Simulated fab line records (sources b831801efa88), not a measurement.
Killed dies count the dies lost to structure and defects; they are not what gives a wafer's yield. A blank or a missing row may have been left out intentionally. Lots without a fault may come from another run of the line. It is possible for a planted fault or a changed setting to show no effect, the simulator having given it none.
The tool behind it: which one?	flow sky130	11 lots with 33 wafers sampled at 5 steps, on a route of 708 steps

== WHAT EACH GAUGE READ, for each wafer ==
The record holds no reading of a measuring or inspecting step that can be judged against a usual standard deviation.

== TOOL THAT RAN EACH LOT (tool first, then ch and the chambers of the sampled wafers, then the start) ==
lot	SKY_VIA4_ETCH_12	SKY_METAL5_SPUTTER_03	SKY_METAL5_SPUTTER_04	SKY_PAD_OPEN_ETCH_07	SKY_PAD_OPEN_PROBE_99
L970	rieDiel-03 ch 0,1, day 43 02:00	pvdSputter-03, day 43 03:28	pvdSputter-03, day 43 03:29	rieDiel-01 ch 0,1, day 45 23:46	-
L971	rieDiel-03 ch 0,1,3, day 43 10:16	pvdSputter-01, day 43 11:43	pvdSputter-01, day 43 11:44	rieDiel-04 ch 1,2, day 46 06:52	-
L974	rieDiel-01 ch 2,3, day 44 07:04	pvdSputter-03, day 44 08:35	pvdSputter-03, day 44 08:36	rieDiel-01 ch 0,2,3, day 47 03:01	-
L975	rieDiel-02 ch 0,2,3, day 44 13:00	pvdSputter-01, day 44 14:28	pvdSputter-01, day 44 14:29	rieDiel-02 ch 0,1,3, day 47 08:19	-
L978	rieDiel-01 ch 0,3, day 45 20:03	pvdSputter-01, day 45 21:32	pvdSputter-01, day 45 21:34	rieDiel-02 ch 0,1,3, day 48 10:49	prober-01, day 48 13:20
L984	rieDiel-03 ch 1,2,3, day 46 23:53	pvdSputter-02, day 47 01:24	pvdSputter-02, day 47 01:25	rieDiel-04 ch 1,3, day 49 11:28	prober-02, day 49 14:16
L985	rieDiel-01 ch 0,1,3, day 47 04:57	pvdSputter-02, day 47 06:34	pvdSputter-02, day 47 06:35	rieDiel-02 ch 1,2, day 49 17:04	prober-01, day 49 19:27
L987	rieDiel-03 ch 0,1,3, day 47 14:48	pvdSputter-03, day 47 16:25	pvdSputter-03, day 47 16:25	rieDiel-04 ch 1,2, day 50 00:52	prober-01, day 50 03:57
L990	rieDiel-03 ch 1,3, day 48 06:58	pvdSputter-02, day 48 08:53	pvdSputter-02, day 48 08:55	rieDiel-02 ch 2,3, day 50 14:47	prober-02, day 50 17:09
L991	rieDiel-02 ch 1,2, day 48 16:39	pvdSputter-01, day 48 18:07	pvdSputter-01, day 48 18:08	rieDiel-02 ch 2,3, day 50 23:22	prober-01, day 51 01:41
L993	rieDiel-03 ch 0,2, day 48 23:36	pvdSputter-03, day 49 01:07	pvdSputter-03, day 49 01:08	rieDiel-02 ch 0,2, day 51 03:55	prober-01, day 51 06:14
- SKY_VIA4_ETCH_12: etches SiO2 in C4F8/O2/Ar, stops on TiN, target depth 580 nm.
- SKY_METAL5_SPUTTER_03: material Ti, target thk 5 nm, time 3.3 s.
- SKY_METAL5_SPUTTER_04: material TiN, target thk 70 nm, time 58.3 s.
- SKY_PAD_OPEN_ETCH_07: etches the open film in CF4/O2, stops on AlCu, target depth 725 nm, time 161.1 s.
- SKY_PAD_OPEN_PROBE_99

== WHAT THE TOOLS THEMSELVES READ (means of the sampled wafers that have a number; where no wafer has one, the mark that the record gives instead) ==
SKY_VIA4_ETCH_12.
lot	tool	oesProductAu (a.u.)
L970	rieDiel-03	0.926
L971	rieDiel-03	0.928
L974	rieDiel-01	0.926
L975	rieDiel-02	0.929
L978	rieDiel-01	0.924
L984	rieDiel-03	0.923
L985	rieDiel-01	0.923
L987	rieDiel-03	0.924
L990	rieDiel-03	0.921
L991	rieDiel-02	0.922
L993	rieDiel-03	0.925

SKY_METAL5_SPUTTER_03.
lot	tool	chamberPressurePa (Pa)	throttleValvePct (%)
L970	pvdSputter-03	0.3993	30.0
L971	pvdSputter-01	0.3994	29.8
L974	pvdSputter-03	0.3991	29.6
L975	pvdSputter-01	0.3996	30.9
L978	pvdSputter-01	0.3995	30.2
L984	pvdSputter-02	0.3998	30.4
L985	pvdSputter-02	0.4005	30.4
L987	pvdSputter-03	0.4000	29.0
L990	pvdSputter-02	0.3996	30.4
L991	pvdSputter-01	0.4008	30.2
L993	pvdSputter-03	0.3999	28.1

SKY_METAL5_SPUTTER_04.
lot	tool	chamberPressurePa (Pa)	throttleValvePct (%)
L970	pvdSputter-03	0.4007	30.2
L971	pvdSputter-01	0.4007	29.7
L974	pvdSputter-03	0.3998	29.7
L975	pvdSputter-01	0.3997	31.0
L978	pvdSputter-01	0.4003	30.4
L984	pvdSputter-02	0.3988	30.6
L985	pvdSputter-02	0.4008	30.3
L987	pvdSputter-03	0.4000	28.9
L990	pvdSputter-02	0.3995	30.4
L991	pvdSputter-01	0.4000	30.3
L993	pvdSputter-03	0.4003	28.2

SKY_PAD_OPEN_ETCH_07.
lot	tool	cf4FlowSccm (sccm)	drypumpMotorCurrentA (A)	oesProductAu (a.u.)	throttleValvePct (%)
L970	rieDiel-01	80.34	5.6	0.971	5.965
L971	rieDiel-04	80.18	6.0	0.977	5.967
L974	rieDiel-01	79.93	5.9	0.977	5.960
L975	rieDiel-02	80.28	5.5	0.978	5.969
L978	rieDiel-02	79.80	5.5	0.978	5.967
L984	rieDiel-04	80.07	5.9	0.969	5.964
L985	rieDiel-02	79.96	6.1	0.980	5.962
L987	rieDiel-04	80.08	5.8	0.984	5.967
L990	rieDiel-02	80.22	5.2	0.985	5.970
L991	rieDiel-02	79.73	5.0	0.976	5.967
L993	rieDiel-02	79.76	5.2	0.978	5.978

SKY_PAD_OPEN_PROBE_99.
lot	tool	defectLimitedYield (%)	killed_at_M0_to_M3	killed_at_M4_up	killedAtContacts	killedAtFrontEnd	killedAtOther	killedDies	killedOpen	killedShort	sort_bin_3_pad_short (%)	sort_bin_5_function (%)	sort_bin_6_memory (%)	sortNPass	sortYieldPct (%)
L978	prober-01	77.5	43	25.0	29	13	0.7	111	54	36	1.5	14.1	6.9	381	77.5
L984	prober-02	82.4	43	3.7	22	17	0.0	86	43	43	1.0	11.0	5.6	406	82.4
L985	prober-01	84.1	43	2.7	17	15	0.3	78	39	39	0.7	8.9	6.2	414	84.1
L987	prober-01	81.6	42	2.7	31	15	0.3	91	54	36	0.8	11.4	6.2	401	81.6
L990	prober-02	83.3	40	3.5	22	16	0.0	82	42	40	0.5	10.2	5.9	410	83.3
L991	prober-01	84.3	39	1.7	27	9	0.3	77	40	37	1.1	8.4	6.0	415	84.3
L993	prober-01	83.3	43	3.7	23	13	0.0	82	46	36	1.6	10.0	5.1	410	83.3

== THE ANSWER, worked out from the rows above alone ==
Rule: usual is defined by the lots themselves. Put in order of their means at a reading, lots are off if they are a third of the lots or fewer, leave a main group of 4 or more, and stand apart from it by a gap of 3 or more times the standard deviation of the main group's means; of several such gaps the widest counts. If all means in a main group match to the digits the tables above print for the reading, that group is not used. Also off: a lot with no number at a reading for which 4 or more lots have one. Any other lot the step has rows for is counted as sound. After the gauges, taken in route order, come the tools' own readings; for these a lot's mean is taken, as printed above. The first step at which some lot is off is used, and at that step the reading that is off furthest; a lot without a number counts as furthest.
Off: L978, at SKY_PAD_OPEN_PROBE_99 (killed_at_M4_up). Main group: mean 3.0, sd 0.72. Neither off nor sound, because the step has no rows for them: L970, L971, L974, L975.
If a tool, at that step or one of the process steps before it, ran each lot that is off and ran no sound lot following the first of them, it fits. Not one of the candidates tried fits.

== WHAT THE SIMULATOR HAD PUT IN ==
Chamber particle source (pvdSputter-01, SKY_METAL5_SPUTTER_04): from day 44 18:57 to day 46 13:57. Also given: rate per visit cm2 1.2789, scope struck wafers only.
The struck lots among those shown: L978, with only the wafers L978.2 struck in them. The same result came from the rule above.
